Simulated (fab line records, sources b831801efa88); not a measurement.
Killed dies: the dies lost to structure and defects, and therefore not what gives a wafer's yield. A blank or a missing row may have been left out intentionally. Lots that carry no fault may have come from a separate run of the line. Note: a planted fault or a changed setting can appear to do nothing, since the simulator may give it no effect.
Split-lot experiment / flow sky130 / 5 lots, 23 wafers read, on a route of 708 steps

== SPLIT DETAILS ==
At SKY_POLY_GATE_COAT_08 (resist thk 450 nm), the setting spin_rpm was moved away from the recipe's 3000 rpm on 8 of the 23 wafers read, by -7.0% to -3.1%. For the rest of the wafers, this setting stayed at what the recipe calls for.

The reading is taken at the split's own step.

== THE READING ==
KrF-thick_of_POLY_GATE_COAT_08.thk_nm (the simulator's own value, which no gauge read), in nm, at SKY_POLY_GATE_COAT_08 (resist thk 450 nm). No usual value for it is given in the file. The 15 wafers here that ran the recipe average 449.4 nm, standard deviation 0.71 nm.

wafer=L074.1; tool, chamber at the split=litho_track-04, 0; spin_rpm as run, rpm=2907; against the recipe=-3.1%; KrF-thick_of_POLY_GATE_COAT_08.thk_nm, nm=458.5; against lot-mates on the recipe=+8.8
wafer=L074.2; tool, chamber at the split=litho_track-04, 0; spin_rpm as run, rpm=3000; against the recipe=recipe; KrF-thick_of_POLY_GATE_COAT_08.thk_nm, nm=450.4; against lot-mates on the recipe=-
wafer=L074.3; tool, chamber at the split=litho_track-04, 0; spin_rpm as run, rpm=2907; against the recipe=-3.1%; KrF-thick_of_POLY_GATE_COAT_08.thk_nm, nm=455.5; against lot-mates on the recipe=+5.8
wafer=L074.5; tool, chamber at the split=litho_track-04, 0; spin_rpm as run, rpm=3000; against the recipe=recipe; KrF-thick_of_POLY_GATE_COAT_08.thk_nm, nm=449.1; against lot-mates on the recipe=-
wafer=L074.6; tool, chamber at the split=litho_track-04, 0; spin_rpm as run, rpm=2907; against the recipe=-3.1%; KrF-thick_of_POLY_GATE_COAT_08.thk_nm, nm=457.8; against lot-mates on the recipe=+8.1
wafer=L075.1; tool, chamber at the split=litho_track-03, 0; spin_rpm as run, rpm=2789; against the recipe=-7.0%; KrF-thick_of_POLY_GATE_COAT_08.thk_nm, nm=465.5; against lot-mates on the recipe=+16.9
wafer=L075.3; tool, chamber at the split=litho_track-03, 0; spin_rpm as run, rpm=3000; against the recipe=recipe; KrF-thick_of_POLY_GATE_COAT_08.thk_nm, nm=448.5; against lot-mates on the recipe=-
wafer=L075.4; tool, chamber at the split=litho_track-03, 0; spin_rpm as run, rpm=2789; against the recipe=-7.0%; KrF-thick_of_POLY_GATE_COAT_08.thk_nm, nm=466.6; against lot-mates on the recipe=+18.0
wafer=L075.5; tool, chamber at the split=litho_track-03, 0; spin_rpm as run, rpm=3000; against the recipe=recipe; KrF-thick_of_POLY_GATE_COAT_08.thk_nm, nm=448.8; against lot-mates on the recipe=-
wafer=L075.6; tool, chamber at the split=litho_track-03, 0; spin_rpm as run, rpm=2789; against the recipe=-7.0%; KrF-thick_of_POLY_GATE_COAT_08.thk_nm, nm=466.5; against lot-mates on the recipe=+17.9
wafer=L076.1; tool, chamber at the split=litho_track-01, 0; spin_rpm as run, rpm=3000; against the recipe=recipe; KrF-thick_of_POLY_GATE_COAT_08.thk_nm, nm=450.1; against lot-mates on the recipe=-
wafer=L076.2; tool, chamber at the split=litho_track-01, 0; spin_rpm as run, rpm=3000; against the recipe=recipe; KrF-thick_of_POLY_GATE_COAT_08.thk_nm, nm=450.6; against lot-mates on the recipe=-
wafer=L076.5; tool, chamber at the split=litho_track-01, 0; spin_rpm as run, rpm=3000; against the recipe=recipe; KrF-thick_of_POLY_GATE_COAT_08.thk_nm, nm=450; against lot-mates on the recipe=-
wafer=L083.1; tool, chamber at the split=litho_track-01, 0; spin_rpm as run, rpm=2839; against the recipe=-5.4%; KrF-thick_of_POLY_GATE_COAT_08.thk_nm, nm=462.3; against lot-mates on the recipe=+12.5
wafer=L083.2; tool, chamber at the split=litho_track-01, 0; spin_rpm as run, rpm=3000; against the recipe=recipe; KrF-thick_of_POLY_GATE_COAT_08.thk_nm, nm=450.3; against lot-mates on the recipe=-
wafer=L083.3; tool, chamber at the split=litho_track-01, 0; spin_rpm as run, rpm=2839; against the recipe=-5.4%; KrF-thick_of_POLY_GATE_COAT_08.thk_nm, nm=462.1; against lot-mates on the recipe=+12.3
wafer=L083.4; tool, chamber at the split=litho_track-01, 0; spin_rpm as run, rpm=3000; against the recipe=recipe; KrF-thick_of_POLY_GATE_COAT_08.thk_nm, nm=449.6; against lot-mates on the recipe=-
wafer=L083.5; tool, chamber at the split=litho_track-01, 0; spin_rpm as run, rpm=3000; against the recipe=recipe; KrF-thick_of_POLY_GATE_COAT_08.thk_nm, nm=449.5; against lot-mates on the recipe=-
wafer=L085.1; tool, chamber at the split=litho_track-04, 0; spin_rpm as run, rpm=3000; against the recipe=recipe; KrF-thick_of_POLY_GATE_COAT_08.thk_nm, nm=449.2; against lot-mates on the recipe=-
wafer=L085.2; tool, chamber at the split=litho_track-04, 0; spin_rpm as run, rpm=3000; against the recipe=recipe; KrF-thick_of_POLY_GATE_COAT_08.thk_nm, nm=448.8; against lot-mates on the recipe=-
wafer=L085.3; tool, chamber at the split=litho_track-04, 0; spin_rpm as run, rpm=3000; against the recipe=recipe; KrF-thick_of_POLY_GATE_COAT_08.thk_nm, nm=449.3; against lot-mates on the recipe=-
wafer=L085.6; tool, chamber at the split=litho_track-04, 0; spin_rpm as run, rpm=3000; against the recipe=recipe; KrF-thick_of_POLY_GATE_COAT_08.thk_nm, nm=449.3; against lot-mates on the recipe=-
wafer=L085.4; tool, chamber at the split=litho_track-04, 0; spin_rpm as run, rpm=3000; against the recipe=recipe; KrF-thick_of_POLY_GATE_COAT_08.thk_nm, nm=448.1; against lot-mates on the recipe=-

THE FIT
A straight line over all 23 wafers: KrF-thick_of_POLY_GATE_COAT_08.thk_nm changes by -2.39 nm for each +1% of spin_rpm; r = -0.99; the points scatter about the line by 0.81 nm.
The same after taking each lot's own level away (the mean of its wafers on the recipe; 23 wafers): -2.45 nm for each +1%; r = -1.00; scatter 0.68 nm.
Per that fit: largest spin_rpm move, reading shift of 17 nm.
Measured against the standard deviation above, the lots' own levels, which go from 448.65 to 450.23 nm, span 2.2 times it.
So the lot-to-lot level changes the slope little: the two slopes agree.
Check: +17.3 nm against its lot-mates is what the line predicts for one of the wafers moved furthest among these (-7.0%) when that wafer is left out of the fit. Against them it came out at +16.9 nm.

== OTHER SPLITS APPLIED TO THESE WAFERS ==
Before the reading, these wafers also passed through other splits. Each is held against what the fit with the lots' levels taken away leaves over:
other split on the same wafers=SKY_VT_ADJUST_HVTR_COAT_02 spin_rpm; wafers away from the commonest value=10; r with KrF-thick_of_POLY_GATE_COAT_08.thk_nm (lot level and that fit taken away)=+0.04
other split on the same wafers=SKY_VT_ADJUST_HVTR_IMPLANT_09 energy_kev; wafers away from the commonest value=8; r with KrF-thick_of_POLY_GATE_COAT_08.thk_nm (lot level and that fit taken away)=-0.12
other split on the same wafers=SKY_SONOS_TUNNEL_SOFTBAKE_03 temp_c; wafers away from the commonest value=8; r with KrF-thick_of_POLY_GATE_COAT_08.thk_nm (lot level and that fit taken away)=+0.23
other split on the same wafers=SKY_SONOS_TUNNEL_IMPLANT_09 energy_kev; wafers away from the commonest value=8; r with KrF-thick_of_POLY_GATE_COAT_08.thk_nm (lot level and that fit taken away)=-0.30
other split on the same wafers=SKY_SONOS_ONO_CVD_04 temp_c; wafers away from the commonest value=18; r with KrF-thick_of_POLY_GATE_COAT_08.thk_nm (lot level and that fit taken away)=+0.22
other split on the same wafers=SKY_SONOS_ONO_SOFTBAKE_09 temp_c; wafers away from the commonest value=8; r with KrF-thick_of_POLY_GATE_COAT_08.thk_nm (lot level and that fit taken away)=-0.15
other split on the same wafers=SKY_SONOS_ONO_ETCH_15 bias_w; wafers away from the commonest value=8; r with KrF-thick_of_POLY_GATE_COAT_08.thk_nm (lot level and that fit taken away)=-0.38
other split on the same wafers=SKY_GATE_OXIDE_COAT_05 spin_rpm; wafers away from the commonest value=8; r with KrF-thick_of_POLY_GATE_COAT_08.thk_nm (lot level and that fit taken away)=+0.07

== THE FILE'S OWN FIT ==
KrF-thick_of_POLY_GATE_COAT_08.thk_nm changes by -2.42 nm for each +1% of spin_rpm, r = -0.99.
